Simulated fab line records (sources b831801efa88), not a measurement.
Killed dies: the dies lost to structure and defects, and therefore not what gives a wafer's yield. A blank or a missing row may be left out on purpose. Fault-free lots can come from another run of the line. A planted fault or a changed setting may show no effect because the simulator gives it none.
The same fault as seen by 2 desks -- flow sky130 -- what lay behind the numbers comes last; until then each desk has only its own

FROM THE METROLOGY DESK
What the gauges read for every lot (on any tool): the sampled wafers with a number, averaged. If a lot's mean is further than 4 standard deviations from the usual mean, the lot is out of limits and carries the mark OUT (the distance appears in the brackets).
Columns: A = SONOS_ONO_CVD_04_THK at SKY_SONOS_ONO_THK_MEAS_05, usual 5.74 nm; B = cdNm at SKY_SONOS_ONO_CD_MEAS_13, usual 410.8 nm; C = SONOS_ONO_OVL at SKY_SONOS_ONO_OVL_MEAS_14, usual -0.7 nm; D = GATE_OXIDE_OXIDATION_00_THK at SKY_GATE_OXIDE_THK_MEAS_02, usual 10.19 nm; E = GATE_OXIDE_OVL at SKY_GATE_OXIDE_OVL_MEAS_10, usual -0.1 nm; F = GATE_OXIDE_TW at SKY_GATE_OXIDE_TW_MEAS_14, usual 224.6; G = POLY_GATE_CVD_00_THK at SKY_POLY_GATE_THK_MEAS_01, usual 179.6 nm
lot,first seen here,A,B,C,D,E,F,G
L236,day 11 23:29,5.63,413.4,0.9,10.27,0.1,224.0,182.5
L239,day 12 23:33,5.64,409.6,-1.5,10.21,-0.5,222.6,178.8
L248,day 16 04:31,5.73,411.9,0.6,10.37,-1.2,223.7,179.3
L254,day 18 11:15,5.55,408.4,0.8,10.25,1.7,225.7,180.1
L258,day 19 12:05,5.68,413.2,-1.0,10.40,0.8,224.6,179.9
This desk found nothing out of limits on any of the 5 lots.

TOOL OWNER'S DESK, wetBench-02
The tool's own readings at SKY_SONOS_ONO_WET_ETCH_16 (etches SiO2 in dHF, target depth 14 nm, time 280 s): means of the sampled wafers that have a number, for each lot that ran on this tool. If a lot's mean is further than 4 standard deviations from the usual mean, the lot is out of limits and carries the mark OUT (the distance appears in the brackets).
Columns: A = bathHeatDutyPct at SKY_SONOS_ONO_WET_ETCH_16, usual 6.4 %; B = runLengthS at SKY_SONOS_ONO_WET_ETCH_16, usual 310 s; C = tempC at SKY_SONOS_ONO_WET_ETCH_16, usual 25.00 C
lot,first seen here,A,B,C
L236,day 13 00:02,7.0,313,24.99
L248,day 17 09:59,7.2,606 (+70) OUT,25.04
Finding of this desk: L248 out of limits; the first was L248 at day 17 09:59, on runLengthS at SKY_SONOS_ONO_WET_ETCH_16. Within limits: L236.

TAKEN TOGETHER
The tool owner's desk had the chance to raise an alarm at day 17 09:59 on L248.
At the metrology desk, nothing out of limits was observed.
The metrology desk holds a record of L248, inside its limits.
All the named lots went through SKY_SONOS_ONO_WET_ETCH_16 on wetBench-02.

WHAT THE SIMULATOR PUT IN
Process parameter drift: wetBench-02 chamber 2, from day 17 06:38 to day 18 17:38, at SKY_SONOS_ONO_WET_ETCH_16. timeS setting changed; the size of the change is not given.
Struck lots among those shown: L248.
Delay in hours, fault start to first out-of-limits reading, by desk: the tool owner's desk at 3.
